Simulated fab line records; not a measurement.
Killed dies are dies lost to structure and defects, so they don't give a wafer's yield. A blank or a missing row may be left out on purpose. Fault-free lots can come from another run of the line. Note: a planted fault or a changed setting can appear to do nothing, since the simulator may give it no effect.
Which tool is to blame? / flow gf180mcu / Sampling: 11 lots, 33 wafers, 3 of 602 route steps

WHAT THE GAUGES READ, wafer by wafer
GF_MIM_RS_MEAS_10: a four-point-probe measurement.
lot=L866; measured=day 26 04:40; on=film metro-04; MIM_ALCU_RS (ohm/sq)=0.1612 0.1609 0.1602
lot=L867; measured=day 26 11:24; on=film metro-04; MIM_ALCU_RS (ohm/sq)=0.1593 0.1590 0.1591
lot=L868; measured=day 26 17:06; on=film metro-04; MIM_ALCU_RS (ohm/sq)=0.1599 0.1594 0.1598
lot=L869; measured=day 27 01:29; on=film metro-02; MIM_ALCU_RS (ohm/sq)=0.1595 0.1585 0.1589
lot=L870; measured=day 27 07:24; on=film metro-03; MIM_ALCU_RS (ohm/sq)=0.1610 0.1578 0.1606
lot=L871; measured=day 27 21:06; on=film metro-02; MIM_ALCU_RS (ohm/sq)=0.1579 0.1590 0.1580
lot=L873; measured=day 28 11:56; on=film metro-02; MIM_ALCU_RS (ohm/sq)=0.1594 0.1598 0.1622
lot=L875; measured=day 28 21:25; on=film metro-04; MIM_ALCU_RS (ohm/sq)=0.0953 0.1582 0.1572
lot=L876; measured=day 28 21:47; on=film metro-04; MIM_ALCU_RS (ohm/sq)=0.1614 0.0969 0.1637
lot=L884; measured=day 31 02:07; on=film metro-04; MIM_ALCU_RS (ohm/sq)=0.1634 0.1648 0.1615
lot=L885; measured=day 31 12:35; on=film metro-02; MIM_ALCU_RS (ohm/sq)=0.1575 0.1574 0.1575

WHICH TOOL RAN EACH LOT (tool, then ch and the chambers of the sampled wafers, then the start)
lot=L866; GF_V4_SPUTTER_21=pvd sputter-02, day 26 03:31; GF_MIM_SPUTTER_08=pvd sputter-04, day 26 04:34
lot=L867; GF_V4_SPUTTER_21=pvd sputter-01, day 26 10:18; GF_MIM_SPUTTER_08=pvd sputter-03, day 26 11:21
lot=L868; GF_V4_SPUTTER_21=pvd sputter-03, day 26 15:59; GF_MIM_SPUTTER_08=pvd sputter-04, day 26 17:02
lot=L869; GF_V4_SPUTTER_21=pvd sputter-03, day 27 00:21; GF_MIM_SPUTTER_08=pvd sputter-03, day 27 01:24
lot=L870; GF_V4_SPUTTER_21=pvd sputter-03, day 27 06:17; GF_MIM_SPUTTER_08=pvd sputter-02, day 27 07:20
lot=L871; GF_V4_SPUTTER_21=pvd sputter-01, day 27 19:59; GF_MIM_SPUTTER_08=pvd sputter-03, day 27 21:02
lot=L873; GF_V4_SPUTTER_21=pvd sputter-02, day 28 10:50; GF_MIM_SPUTTER_08=pvd sputter-04, day 28 11:53
lot=L875; GF_V4_SPUTTER_21=pvd sputter-01, day 28 20:17; GF_MIM_SPUTTER_08=pvd sputter-04, day 28 21:20
lot=L876; GF_V4_SPUTTER_21=pvd sputter-01, day 28 20:38; GF_MIM_SPUTTER_08=pvd sputter-04, day 28 21:41
lot=L884; GF_V4_SPUTTER_21=pvd sputter-01, day 31 00:59; GF_MIM_SPUTTER_08=pvd sputter-02, day 31 02:02
lot=L885; GF_V4_SPUTTER_21=pvd sputter-01, day 31 11:29; GF_MIM_SPUTTER_08=pvd sputter-03, day 31 12:32
- GF_V4_SPUTTER_21: material Ti, target thk 15 nm, time 80.02 s.
- GF_MIM_SPUTTER_08: material AlCu, target thk 200 nm, time 10.6 s.

THE ANSWER, worked out from the rows above alone
Rule: what is usual is taken from the lots themselves. Put in order of their means at a reading, lots are off if they are a third of the lots or fewer, leave a main group of 4 or more, and stand apart from it by a gap of 3 or more times the standard deviation of the main group's means; of several such gaps the widest counts. Not used: any main group whose means are identical at the precision the tables above print for the reading. Also off: a lot with no number at a reading for which 4 or more lots have one. Where the step has rows for the other lots, those lots are counted as sound.
Off: L875, L876, seen at GF_MIM_RS_MEAS_10 (MIM_ALCU_RS). The main group: mean 0.1598 ohm/sq, standard deviation 0.0016.
If a tool, at a process step before that reading, ran all the lots that are off and no sound lot after the first of them, it fits. Gauges at GF_MIM_RS_MEAS_10: tried the same way as those tools. One candidate fits, namely pvd sputter-04 at GF_MIM_SPUTTER_08. Its last sound lot is L873 (day 28 11:53), its first lot that is off L875 (day 28 21:20): a fault that began between those two fits.

WHAT THE SIMULATOR HAD PUT IN
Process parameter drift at GF_MIM_SPUTTER_08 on pvd sputter-04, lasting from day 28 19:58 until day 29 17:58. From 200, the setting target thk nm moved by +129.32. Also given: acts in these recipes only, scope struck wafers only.
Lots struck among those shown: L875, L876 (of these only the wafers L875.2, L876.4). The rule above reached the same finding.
